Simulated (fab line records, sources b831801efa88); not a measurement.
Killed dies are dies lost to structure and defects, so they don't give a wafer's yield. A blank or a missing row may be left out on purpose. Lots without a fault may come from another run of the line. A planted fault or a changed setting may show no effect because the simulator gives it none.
Which tool did it? | flow sky130 | 15 lots, 45 wafers sampled, at 6 steps of a route of 708

WHAT THE GAUGES READ, wafer by wafer
SKY_CONTACT_THK_MEAS_01. Usual: CONTACT_CVD_00_THK 75.2 nm, standard deviation 1.
lot  | measured     | on            | CONTACT_CVD_00_THK (nm) | flag
L209 | day 30 04:23 | film_metro-01 | 76.3 76.6 76.4          |
L210 | day 30 14:43 | film_metro-01 | 74.9 75.5 76.7          |
L211 | day 30 18:19 | film_metro-03 | 75.0 75.9 75.4          |
L213 | day 31 17:55 | film_metro-04 | 74.2 76.0 76.0          |
L214 | day 31 19:12 | film_metro-04 | 73.6 74.3 75.5          |
L217 | day 33 01:36 | film_metro-03 | 77.2 76.6 76.9          |
L219 | day 33 17:34 | film_metro-03 | 74.2 75.5 75.8          |
L221 | day 34 12:56 | film_metro-01 | 74.7 74.5 75.1          |
L222 | day 35 00:04 | film_metro-01 | 75.9 76.3 76.5          |
L224 | day 35 05:18 | film_metro-01 | 73.2 74.3 75.1          |
L226 | day 36 01:06 | film_metro-04 | 74.9 74.6 75.9          |
L228 | day 36 10:11 | film_metro-04 | 74.8 75.6 75.4          |
L229 | day 36 16:41 | film_metro-04 | 75.2 75.0 75.6          |
L231 | day 37 06:04 | film_metro-01 | 73.0 75.3 74.8          |
L232 | day 37 13:52 | film_metro-01 | 75.7 75.3 75.9          |

SKY_CONTACT_CD_MEAS_14: target cd 170 nm. Usual: cd_nm 169.8 nm, standard deviation 1.9.
lot  | measured     | on        | cd_nm (nm)        | flag
L209 | day 31 08:20 | cd_sem-01 | 170.9 169.9 170.0 |
L210 | day 31 18:16 | cd_sem-01 | 175.5 175.0 174.1 |
L211 | day 31 22:16 | cd_sem-02 | 166.9 168.2 166.8 |
L213 | day 32 21:14 | cd_sem-01 | 169.2 170.7 170.1 |
L214 | day 32 22:31 | cd_sem-01 | 172.2 172.9 171.7 |
L217 | day 34 04:29 | cd_sem-02 | 171.9 170.9 170.5 |
L219 | day 34 20:32 | cd_sem-01 | 166.8 168.0 167.3 |
L221 | day 35 15:50 | cd_sem-02 | 169.0 170.3 169.8 |
L222 | day 36 03:22 | cd_sem-02 | 170.8 169.6 170.3 |
L224 | day 36 07:40 | cd_sem-02 | 169.1 171.9 171.2 |
L226 | day 37 03:34 | cd_sem-01 | 169.8 170.4 171.0 |
L228 | day 37 12:40 | cd_sem-02 | 170.9 170.4 167.7 |
L229 | day 37 20:20 | cd_sem-01 | 172.0 171.8 171.2 |
L231 | day 38 08:50 | cd_sem-02 | 170.8 170.0 170.4 |
L232 | day 38 16:56 | cd_sem-01 | 171.5 169.1 169.7 |

SKY_METAL1_RS_MEAS_05: measures by four-point-probe. Usual: METAL1_ALCU_RS 0.1258 ohm/sq, standard deviation 0.0013.
lot  | measured     | on            | METAL1_ALCU_RS (ohm/sq)                   | flag
L209 | day 31 10:04 | film_metro-02 | 0.1246 0.1275 0.1276                      |
L210 | day 31 19:56 | film_metro-04 | 0.1250 0.1260 0.1247                      |
L211 | day 31 23:56 | film_metro-02 | 0.1274 0.1253 0.1258                      |
L213 | day 32 22:55 | film_metro-03 | 0.1267 0.1256 0.1240                      |
L214 | day 33 00:11 | film_metro-04 | 0.1270 0.1237 0.1270                      |
L217 | day 34 06:09 | film_metro-04 | 0.1248 0.1235 0.1243                      |
L219 | day 34 22:13 | film_metro-04 | 0.1291 0.1268 0.1286                      |
L221 | day 35 17:33 | film_metro-03 | 0.1236 0.1247 0.1241                      |
L222 | day 36 05:02 | film_metro-02 | 0.1260 0.1259 0.1262                      |
L224 | day 36 09:20 | film_metro-02 | 0.1245 0.1227 0.1238                      |
L226 | day 37 05:22 | film_metro-04 | 0.1248 0.0824 0.1274 0.1249 0.0823 0.1269 | OFF
L228 | day 37 14:33 | film_metro-02 | 0.1252 0.1259 0.0812 0.1250 0.1260 0.0809 | OFF
L229 | day 37 22:03 | film_metro-04 | 0.0825 0.1276 0.0822 0.0827 0.1276 0.0823 | OFF
L231 | day 38 10:31 | film_metro-02 | 0.1254 0.1252 0.1254                      |
L232 | day 38 18:36 | film_metro-03 | 0.1255 0.1250 0.1260                      |

SKY_METAL1_THK_MEAS_06: measures by xrf. Usual: METAL1_ALCU_THK 248 nm, standard deviation 3.1.
lot  | measured     | on            | METAL1_ALCU_THK (nm)    | flag
L209 | day 31 10:10 | film_metro-02 | 249 243 243             |
L210 | day 31 20:04 | film_metro-04 | 251 249 252             |
L211 | day 32 00:03 | film_metro-02 | 245 248 246             |
L213 | day 32 23:01 | film_metro-03 | 251 254 253             |
L214 | day 33 00:18 | film_metro-04 | 247 255 246             |
L217 | day 34 06:14 | film_metro-04 | 252 255 251             |
L219 | day 34 22:19 | film_metro-04 | 243 247 245             |
L221 | day 35 17:40 | film_metro-03 | 257 254 254             |
L222 | day 36 05:08 | film_metro-02 | 248 247 246             |
L224 | day 36 09:27 | film_metro-02 | 248 252 251             |
L226 | day 37 07:16 | film_metro-04 | 251 377 246 250 378 246 | OFF
L228 | day 37 17:21 | film_metro-02 | 249 247 381 249 248 377 | OFF
L229 | day 38 03:26 | film_metro-04 | 376 245 376 375 246 378 | OFF
L231 | day 38 10:38 | film_metro-02 | 246 248 246             |
L232 | day 38 18:43 | film_metro-03 | 251 253 250             |

WHICH TOOL RAN EACH LOT (tool, then ch and the chambers of the sampled wafers, then the start)
lot  | SKY_CONTACT_SPUTTER_23       | SKY_METAL1_SPUTTER_02
L209 | pvd_sputter-04, day 31 09:15 | pvd_sputter-02, day 31 09:57
L210 | pvd_sputter-04, day 31 19:09 | pvd_sputter-01, day 31 19:51
L211 | pvd_sputter-04, day 31 23:08 | pvd_sputter-01, day 31 23:50
L213 | pvd_sputter-02, day 32 22:05 | pvd_sputter-04, day 32 22:47
L214 | pvd_sputter-03, day 32 23:23 | pvd_sputter-02, day 33 00:05
L217 | pvd_sputter-04, day 34 05:18 | pvd_sputter-02, day 34 06:01
L219 | pvd_sputter-02, day 34 21:24 | pvd_sputter-01, day 34 22:06
L221 | pvd_sputter-04, day 35 16:44 | pvd_sputter-01, day 35 17:26
L222 | pvd_sputter-03, day 36 04:11 | pvd_sputter-02, day 36 04:53
L224 | pvd_sputter-04, day 36 08:32 | pvd_sputter-02, day 36 09:14
L226 | pvd_sputter-03, day 37 04:35 | pvd_sputter-02, day 37 05:17
L228 | pvd_sputter-04, day 37 13:30 | pvd_sputter-02, day 37 14:25
L229 | pvd_sputter-04, day 37 21:14 | pvd_sputter-02, day 37 21:56
L231 | pvd_sputter-02, day 38 09:42 | pvd_sputter-01, day 38 10:24
L232 | pvd_sputter-03, day 38 17:49 | pvd_sputter-04, day 38 18:31
- SKY_CONTACT_SPUTTER_23: material TiN, target thk 20 nm, time 80 s.
- SKY_METAL1_SPUTTER_02: material AlCu, target thk 250 nm, time 13.3 s.

WHAT THE TOOLS THEMSELVES READ (means of the sampled wafers that have a number; where no wafer has one, the mark that the record gives instead)
SKY_CONTACT_SPUTTER_23. Usual: throttle_valve_pct 30.2 %, standard deviation 0.92.
lot  | tool           | throttle_valve_pct (%) | flag
L209 | pvd_sputter-04 | 30.0                   |
L210 | pvd_sputter-04 | 30.0                   |
L211 | pvd_sputter-04 | 30.1                   |
L213 | pvd_sputter-02 | 31.5                   |
L214 | pvd_sputter-03 | 29.4                   |
L217 | pvd_sputter-04 | 30.4                   |
L219 | pvd_sputter-02 | 31.7                   |
L221 | pvd_sputter-04 | 30.0                   |
L222 | pvd_sputter-03 | 29.6                   |
L224 | pvd_sputter-04 | 30.3                   |
L226 | pvd_sputter-03 | 29.9                   |
L228 | pvd_sputter-04 | 30.0                   |
L229 | pvd_sputter-04 | 30.0                   |
L231 | pvd_sputter-02 | 30.1                   |
L232 | pvd_sputter-03 | 30.1                   |

SKY_METAL1_SPUTTER_02. Usual: throttle_valve_pct 30.5 %, standard deviation 0.97.
lot  | tool           | throttle_valve_pct (%) | flag
L209 | pvd_sputter-02 | 31.5                   |
L210 | pvd_sputter-01 | 30.8                   |
L211 | pvd_sputter-01 | 30.1                   |
L213 | pvd_sputter-04 | 30.1                   |
L214 | pvd_sputter-02 | 31.6                   |
L217 | pvd_sputter-02 | 30.7                   |
L219 | pvd_sputter-01 | 30.1                   |
L221 | pvd_sputter-01 | 30.2                   |
L222 | pvd_sputter-02 | 29.7                   |
L224 | pvd_sputter-02 | 31.0                   |
L226 | pvd_sputter-02 | 31.0                   |
L228 | pvd_sputter-02 | 31.4                   |
L229 | pvd_sputter-02 | 30.7                   |
L231 | pvd_sputter-01 | 30.2                   |
L232 | pvd_sputter-04 | 30.3                   |

THE ANSWER, worked out from the rows above alone
Rule: a lot is off if the mean of its wafers that have a number lies more than 3 standard deviations from the usual mean. A lot without any number at a reading at which 4 lots or more have one is off too. The other lots that the step has rows for count as sound. The gauges are gone through in route order, then the tools' own readings, and for those a lot's mean is taken as printed above. The first step at which some lot is off is used, and at that step the reading that is off furthest; a lot without a number counts as furthest.
Off: L226, L228, L229, at SKY_METAL1_RS_MEAS_05 (METAL1_ALCU_RS).
A tool fits if, at a process step before that reading, it ran every lot that is off, and no sound lot after the first of them. The gauges at SKY_METAL1_RS_MEAS_05 are tried like those tools. One fits: pvd_sputter-02 at SKY_METAL1_SPUTTER_02. Its last sound lot is L224 (day 36 09:14), its first lot that is off L226 (day 37 05:17): a fault that began between those two fits.

WHAT THE SIMULATOR HAD PUT IN
Process parameter drift: pvd_sputter-02, from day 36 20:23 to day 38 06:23, at SKY_METAL1_SPUTTER_02. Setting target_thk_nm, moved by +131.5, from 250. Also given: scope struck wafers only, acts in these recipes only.
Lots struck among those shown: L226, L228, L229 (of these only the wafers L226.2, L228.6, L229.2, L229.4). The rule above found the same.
